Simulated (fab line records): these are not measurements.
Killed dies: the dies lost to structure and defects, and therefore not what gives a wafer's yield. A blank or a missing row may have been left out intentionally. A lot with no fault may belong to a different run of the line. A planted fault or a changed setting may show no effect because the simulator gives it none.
What tool caused it?    flow sky130    18 wafers from 6 lots sampled at 2 of the route's 708 steps

WHAT THE GAUGES SHOWED, per wafer
SKY_VIA3_RS_MEAS_22: a four-point-probe measurement.
lot   measured      on            VIA3_W_RS (ohm/sq)
L925  day 39 21:19  filmMetro-04  0.2943 0.2957 0.2948
L928  day 40 22:36  filmMetro-04  0.2966 0.2953 0.2944
L930  day 41 07:01  filmMetro-01  0.2984 0.2940 0.2963
L932  day 42 03:33  filmMetro-04  0.2947 0.2932 0.2930
L935  day 43 02:43  filmMetro-03  0.2950 0.2932 0.2986
L942  day 45 00:35  filmMetro-01  0.2884 0.2956 0.2941

WHAT TOOL EACH LOT RAN ON (gives the tool, then ch and the chambers of the sampled wafers, and finally the start)
lot   SKY_VIA2_ETCH_15
L925  rieDiel-03 ch 0,1,2, day 36 11:52
L928  rieDiel-04 ch 0,1,3, day 37 15:01
L930  rieDiel-04 ch 0,1,2, day 37 23:55
L932  rieDiel-01 ch 1,2, day 38 21:04
L935  rieDiel-03 ch 1,2,3, day 39 21:58
L942  rieDiel-03 ch 0,1,3, day 41 22:19
- SKY_VIA2_ETCH_15: etches SiO2 in C4F8/O2/Ar, stops on TiN, target depth 546 nm, time 84 s.

THE ANSWER, worked out from the rows above alone
Rule: what is usual is taken from the lots themselves. Put in order of their means at a reading, lots are off if they are a third of the lots or fewer, leave a main group of 4 or more, and stand apart from it by a gap of 3 or more times the standard deviation of the main group's means; of several such gaps the widest counts. If all means in a main group match to the digits the tables above print for the reading, that group is not used. A lot without any number at a reading at which 4 lots or more have one is off too. Where the step has rows for the other lots, those lots are counted as sound.
Nothing can be told from this: no lot is off at any reading shown.

WHAT THE SIMULATOR HAD PUT IN
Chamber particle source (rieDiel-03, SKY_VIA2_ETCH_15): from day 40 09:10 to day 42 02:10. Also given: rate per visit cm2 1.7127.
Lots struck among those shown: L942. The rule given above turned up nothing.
